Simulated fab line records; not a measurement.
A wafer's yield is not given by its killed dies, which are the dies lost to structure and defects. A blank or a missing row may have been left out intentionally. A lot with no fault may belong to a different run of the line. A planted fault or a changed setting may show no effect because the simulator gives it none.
Which tool was responsible?	flow sky130	10 lots, 30 wafers sampled, at 5 steps of a route of 708

WHAT THE GAUGES SHOWED, per wafer
SKY_LDD_N_TW_MEAS_17.
lot	measured	on	LDD_N_TW
L668	day 18 01:10	film-metro-04	2619 2598 2616
L669	day 18 11:01	film-metro-02	2586 2587 2594
L673	day 20 00:50	film-metro-01	2596 2599 2594
L675	day 20 16:18	film-metro-02	2594 2605 2599
L677	day 21 13:46	film-metro-01	2594 2599 2605
L676	day 21 14:40	film-metro-02	2577 2573 2582
L679	day 22 07:10	film-metro-02	2595 2580 2594
L681	day 23 08:34	film-metro-04	2574 2576 2588
L685	day 24 02:26	film-metro-02	2703 2693 2706
L687	day 25 01:58	film-metro-04	2700 2708 2706

WHICH TOOL RAN EACH LOT (tool, then ch and the chambers of the sampled wafers, then the start)
lot	SKY_RES_PROTECT_STRIP_07	SKY_POLY_GATE_ETCH_16	SKY_LDD_N_IMPLANT_10	SKY_LDD_N_STRIP_16
L668	plasma-asher-01 ch 0, day 15 10:14	rie-diel-02 ch 1,3, day 16 15:34	implanter-04 ch 0, day 18 00:10	plasma-asher-03 ch 0,1, day 18 01:03
L669	plasma-asher-03 ch 0,1, day 15 17:31	rie-diel-02 ch 0,1,3, day 17 02:19	implanter-04 ch 0, day 18 10:01	plasma-asher-04 ch 0,1, day 18 10:55
L673	plasma-asher-01 ch 0,1, day 17 05:17	rie-diel-04 ch 1,2, day 18 13:40	implanter-04 ch 0, day 19 23:52	plasma-asher-03 ch 0,1, day 20 00:44
L675	plasma-asher-02 ch 0,1, day 17 17:49	rie-diel-01 ch 0,1,3, day 19 04:49	implanter-01 ch 0, day 20 15:18	plasma-asher-01 ch 0,1, day 20 16:12
L677	plasma-asher-01 ch 0,1, day 18 19:37	rie-diel-02 ch 0,1, day 20 04:16	implanter-04 ch 0, day 21 12:46	plasma-asher-03 ch 0,1, day 21 13:40
L676	plasma-asher-01 ch 0,1, day 18 19:46	rie-diel-04 ch 1,2, day 20 05:25	implanter-01 ch 0, day 21 13:41	plasma-asher-01 ch 0, day 21 14:34
L679	plasma-asher-03 ch 0,1, day 19 12:01	rie-diel-01 ch 0,3, day 20 20:43	implanter-01 ch 0, day 22 06:11	plasma-asher-04 ch 1, day 22 07:04
L681	plasma-asher-01 ch 0,1, day 20 14:49	rie-diel-01 ch 0,1, day 22 00:25	implanter-01 ch 0, day 23 07:34	plasma-asher-01 ch 0,1, day 23 08:27
L685	plasma-asher-01 ch 0,1, day 21 09:10	rie-diel-04 ch 1,3, day 22 17:31	implanter-04 ch 0, day 24 01:08	plasma-asher-03 ch 0,1, day 24 02:20
L687	plasma-asher-02 ch 0,1, day 22 08:31	rie-diel-01 ch 0,1, day 23 16:13	implanter-04 ch 0, day 25 00:28	plasma-asher-04 ch 0,1, day 25 01:52
- SKY_RES_PROTECT_STRIP_07: strips in O2/N2.
- SKY_POLY_GATE_ETCH_16: etches Si3N4 in CH3F/O2, stops on poly-Si, time 147.5 s, target depth 75 nm.
- SKY_LDD_N_IMPLANT_10
- SKY_LDD_N_STRIP_16: strips in O2/N2.

THE ANSWER, worked out from the rows above alone
Rule: the lots themselves supply what counts as usual. The widest of any qualifying gaps counts: lots, ordered by their means at a reading, are off when they make up no more than a third of the lots, leave a main group of 4 or more, and stand apart from it by 3 or more times the standard deviation of that group's means. A main group is skipped when, at the precision printed for the reading in the tables above, its means are all equal. Also off: a lot with no number at a reading for which 4 or more lots have one. The other lots that the step has rows for count as sound.
Off: at SKY_LDD_N_TW_MEAS_17 (LDD_N_TW), L685, L687. Main group: mean 2593, sd 10.
If a tool, at a process step before that reading, ran all the lots that are off and no sound lot after the first of them, it fits. The gauges at SKY_LDD_N_TW_MEAS_17 are tried like those tools. One fits: implanter-04 at SKY_LDD_N_IMPLANT_10. A fault onset in the window from L677 (day 21 12:46, its last sound lot) to L685 (day 24 01:08, its first lot off) fits.

WHAT THE SIMULATOR PUT IN
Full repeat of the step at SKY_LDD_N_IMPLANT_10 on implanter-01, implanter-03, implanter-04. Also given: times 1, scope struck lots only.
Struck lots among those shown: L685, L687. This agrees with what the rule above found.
